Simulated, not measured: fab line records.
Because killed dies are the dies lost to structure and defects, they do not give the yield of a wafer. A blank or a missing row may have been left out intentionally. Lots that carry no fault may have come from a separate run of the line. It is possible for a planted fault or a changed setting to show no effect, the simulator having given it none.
A single fault, viewed from 2 desks || flow gf180mcu || every desk sees just its own numbers, and what lay behind them comes last

== METROLOGY DESK ==
Means of the sampled wafers that have a number, per lot and without regard to the tool the lot ran on: this is what the gauges read. The brackets show how far a lot's mean lies from the usual mean; more than 4 standard deviations puts the lot out of limits, marked OUT.
Columns: A = MVSD_TW at GF_MVSD_TW_MEAS_11, usual 1572; B = VT_IMPLANT_2_TW at GF_VT_IMPLANT_TW_MEAS_21, usual 1216; C = POLY_GATE_OVL at GF_POLY_GATE_OVL_MEAS_11, usual -4 nm
{"lot": "L719", "first seen here": "day 4 17:26", "A": 1580, "B": 1224, "C": -10}
{"lot": "L720", "first seen here": "day 4 22:13", "A": 1569, "B": 1209, "C": -3}
{"lot": "L721", "first seen here": "day 5 04:31", "A": 1578, "B": 1217, "C": -6}
{"lot": "L722", "first seen here": "day 5 09:52", "A": 1568, "B": 1226, "C": -0}
{"lot": "L728", "first seen here": "day 6 20:54", "A": "1493 (-8.6) OUT", "B": 1228, "C": -11}
{"lot": "L732", "first seen here": "day 8 01:46", "A": 1553, "B": 1220, "C": -3}
{"lot": "L735", "first seen here": "day 9 00:20", "A": 1575, "B": 1203, "C": -6}
{"lot": "L736", "first seen here": "day 9 00:25", "A": 1575, "B": 1228, "C": -10}
{"lot": "L737", "first seen here": "day 9 04:49", "A": 1582, "B": 1219, "C": -6}
{"lot": "L738", "first seen here": "day 9 13:08", "A": 1568, "B": 1225, "C": -4}
{"lot": "L739", "first seen here": "day 9 18:05", "A": 1577, "B": 1204, "C": 1}
{"lot": "L740", "first seen here": "day 9 23:05", "A": 1571, "B": 1210, "C": -1}
{"lot": "L741", "first seen here": "day 10 05:15", "A": 1571, "B": 1205, "C": -7}
This desk's finding: out of limits on L728; first on L728, day 6 20:54 (MVSD_TW at GF_MVSD_TW_MEAS_11). In limits: L719, L720, L721, L722, L732, L735, L736, L737, L738, L739, L740, L741.

== FOR THE TOOL OWNER'S DESK: plasmaAsher-04 ==
The tool's own readings at GF_LVPWELL_STRIP_10 (strips in O2/N2): means of the sampled wafers that have a number, for each lot that ran on this tool. The brackets show how far a lot's mean lies from the usual mean; more than 4 standard deviations puts the lot out of limits, marked OUT.
Columns: A = drypumpMotorCurrentA at GF_LVPWELL_STRIP_10, usual 5.7 A; B = heaterPowerW at GF_LVPWELL_STRIP_10, usual 315 W; C = o2FlowSccm at GF_LVPWELL_STRIP_10, usual 3002 sccm; D = oesProductAu at GF_LVPWELL_STRIP_10, usual 0.722 a.u.; E = stripTimeToEndpointS at GF_LVPWELL_STRIP_10, usual 37.01 s
{"lot": "L719", "first seen here": "day 4 03:32", "A": 5.4, "B": 292, "C": 2998, "D": 0.726, "E": 37.12}
{"lot": "L722", "first seen here": "day 4 19:22", "A": 5.6, "B": 301, "C": 3010, "D": 0.723, "E": 36.90}
{"lot": "L728", "first seen here": "day 6 06:08", "A": 5.6, "B": 297, "C": 2992, "D": "0.967 (+51) OUT", "E": "-"}
{"lot": "L736", "first seen here": "day 8 07:08", "A": 5.6, "B": 304, "C": 2995, "D": 0.724, "E": 36.91}
Finding of this desk: L728 out of limits; the first was L728 at day 6 06:08, on oesProductAu at GF_LVPWELL_STRIP_10. In limits: L719, L722, L736.

== PUT TOGETHER ==
An alarm could have come from the tool owner's desk at day 6 06:08, on L728.
Metrology desk: alarm possible at day 6 20:54 on L728.
The lots listed all ran GF_LVPWELL_STRIP_10 on plasmaAsher-04.

== WHAT WAS PUT IN BY THE SIMULATOR ==
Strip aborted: plasmaAsher-04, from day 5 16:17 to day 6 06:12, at GF_LVPWELL_STRIP_10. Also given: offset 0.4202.
Struck lots among those shown: L728.
Time in hours from fault onset to the first out-of-limits reading at each desk: tool owner's desk 14, metrology desk 29.
